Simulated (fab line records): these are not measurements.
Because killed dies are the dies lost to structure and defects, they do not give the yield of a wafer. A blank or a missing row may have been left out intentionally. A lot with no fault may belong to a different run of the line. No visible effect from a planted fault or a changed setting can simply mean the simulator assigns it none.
2 desks looking at one fault :: flow gf180mcu :: every desk sees just its own numbers, and what lay behind them comes last

FOR THE TOOL OWNER'S DESK: implanter-04
GF_MVSD_IMPLANT_08, tool's own readings: per-lot mean of the sampled wafers with a number, covering each lot this tool ran. Any lot whose mean is over 4 standard deviations away from the usual mean is out of limits and marked OUT; that distance is given in the brackets.
Columns: A = dose_ions_cm2 at GF_MVSD_IMPLANT_08, usual 1.6003e+13; B = faraday_current_uA at GF_MVSD_IMPLANT_08, usual 90.0
lot: L831
first seen here: day 4 21:14
A: 1.5988e+13
B: 88.8

lot: L836
first seen here: day 6 02:08
A: 1.9037e+13 (+99 or more) OUT
B: 107.6 (+10) OUT

lot: L837
first seen here: day 6 08:14
A: 1.9029e+13 (+99 or more) OUT
B: 106.8 (+9.9) OUT

lot: L852
first seen here: day 9 22:22
A: 1.6013e+13
B: 89.8
Finding of this desk: L836, L837 out of limits; the first was L836 at day 6 02:08, on dose_ions_cm2 at GF_MVSD_IMPLANT_08. L831, L852: within limits.

FROM THE METROLOGY DESK
What the gauges read, lot by lot, whatever tool the lot ran on: means of the sampled wafers that have a number. Any lot whose mean is over 4 standard deviations away from the usual mean is out of limits and marked OUT; that distance is given in the brackets.
Columns: A = MVSD_TW at GF_MVSD_TW_MEAS_11, usual 1583; B = MVSD_RS at GF_VT_IMPLANT_RS_MEAS_46, usual 456.4 ohm/sq
lot: L831
first seen here: day 4 21:38
A: 1582
B: 454.5

lot: L835
first seen here: day 5 22:08
A: 1584
B: 457.6

lot: L836
first seen here: day 6 02:31
A: 1663 (+12) OUT
B: 419.3 (-29) OUT

lot: L837
first seen here: day 6 08:37
A: 1651 (+10) OUT
B: 417.5 (-30) OUT

lot: L840
first seen here: day 7 02:26
A: 1586
B: 457.2

lot: L843
first seen here: day 7 20:08
A: 1585
B: 458.3

lot: L844
first seen here: day 8 03:05
A: 1588
B: 454.3

lot: L845
first seen here: day 8 07:35
A: 1589
B: 455.9

lot: L846
first seen here: day 8 13:41
A: 1583
B: 457.9

lot: L848
first seen here: day 8 23:44
A: 1585
B: 456.3

lot: L849
first seen here: day 9 04:22
A: 1573
B: 456.3

lot: L850
first seen here: day 9 10:17
A: 1581
B: 454.7

lot: L851
first seen here: day 9 18:14
A: 1575
B: 456.2

lot: L852
first seen here: day 9 22:46
A: 1584
B: 455.7
Finding of this desk: L836, L837 out of limits, first seen on L836 at day 6 02:31 (MVSD_TW at GF_MVSD_TW_MEAS_11). L831, L835, L840, L843, L844, L845, L846, L848, L849, L850, L851, L852: within limits.

PUT TOGETHER
At day 6 02:08, on L836, L837, the tool owner's desk was in a position to raise an alarm.
The metrology desk could have raised an alarm at day 6 02:31, on L836, L837.
Every lot named ran GF_MVSD_IMPLANT_08 on implanter-04.

WHAT HAD BEEN PUT IN BY THE SIMULATOR
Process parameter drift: implanter-04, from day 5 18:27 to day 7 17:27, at GF_MVSD_IMPLANT_08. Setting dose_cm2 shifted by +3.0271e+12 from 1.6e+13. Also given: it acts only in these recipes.
Lots struck among those shown: L836, L837.
Time in hours from fault onset to the first out-of-limits reading at each desk: tool owner's desk 8, metrology desk 8.
